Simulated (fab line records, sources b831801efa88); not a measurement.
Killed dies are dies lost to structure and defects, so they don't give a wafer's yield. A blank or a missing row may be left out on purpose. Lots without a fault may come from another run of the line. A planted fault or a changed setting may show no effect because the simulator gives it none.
One fault seen from 2 desks | flow gf180mcu | each desk has only its own numbers; what lay behind them comes last

THE METROLOGY DESK
What the gauges read, lot by lot, whatever tool the lot ran on: means of the sampled wafers that have a number. A lot is out of limits, marked OUT, if its mean lies more than 4 standard deviations from the usual mean; the brackets give that distance. Of its 8 readings 7 are shown: those that lie furthest out on some lot.
Columns: A = cd_nm at GF_V3_CD_MEAS_14, usual 260.1 nm; B = V3_OVL at GF_V3_OVL_MEAS_15, usual 0 nm; C = V3_W_RS at GF_V3_RS_MEAS_24, usual 0.324 ohm/sq; D = V3_W_THK at GF_V3_THK_MEAS_25, usual 363 nm; E = M4_ALCU_RS at GF_M4_RS_MEAS_05, usual 0.0695 ohm/sq; F = M4_ALCU_THK at GF_M4_THK_MEAS_06, usual 446 nm; G = cd_nm at GF_M4_CD_MEAS_14, usual 279.6 nm
lot  | first seen here | A     | B  | C     | D   | E      | F   | G
L575 | day 24 06:57    | 259.5 | -4 | 0.326 | 356 | 0.0690 | 451 | 280.3
L578 | day 25 09:59    | 261.8 | 7  | 0.325 | 366 | 0.0706 | 438 | 278.8
L581 | day 26 11:13    | 262.0 | -2 | 0.323 | 368 | 0.0687 | 451 | 278.9
L585 | day 27 12:38    | 259.4 | 2  | 0.327 | 365 | 0.0688 | 452 | 279.4
L586 | day 27 18:08    | 259.8 | 4  | 0.322 | 370 | 0.0689 | 451 | 281.2
L592 | day 29 12:09    | 260.0 | 2  | 0.328 | 361 | 0.0683 | 448 | 280.7
This desk's finding: nothing out of limits on any of the 6 lots.

THE TOOL OWNER'S DESK: plasma_asher-02
The tool's own readings at GF_V3_STRIP_18 (strips in O2/N2): means of the sampled wafers that have a number, for each lot that ran on this tool. A lot is out of limits, marked OUT, if its mean lies more than 4 standard deviations from the usual mean; the brackets give that distance.
Columns: A = drypump_motor_current_A at GF_V3_STRIP_18, usual 5.9 A; B = heater_power_w at GF_V3_STRIP_18, usual 311 W; C = oes_product_au at GF_V3_STRIP_18, usual 0.592 a.u.
lot  | first seen here | A   | B   | C
L581 | day 26 11:29    | 6.0 | 319 | 0.587
L585 | day 27 12:56    | 5.8 | 312 | 0.591
L586 | day 27 18:25    | 6.0 | 323 | 0.591
This desk's finding: nothing out of limits on any of the 3 lots.

PUT TOGETHER
The metrology desk saw nothing out of limits.
The tool owner's desk saw nothing out of limits.

WHAT THE SIMULATOR HAD PUT IN
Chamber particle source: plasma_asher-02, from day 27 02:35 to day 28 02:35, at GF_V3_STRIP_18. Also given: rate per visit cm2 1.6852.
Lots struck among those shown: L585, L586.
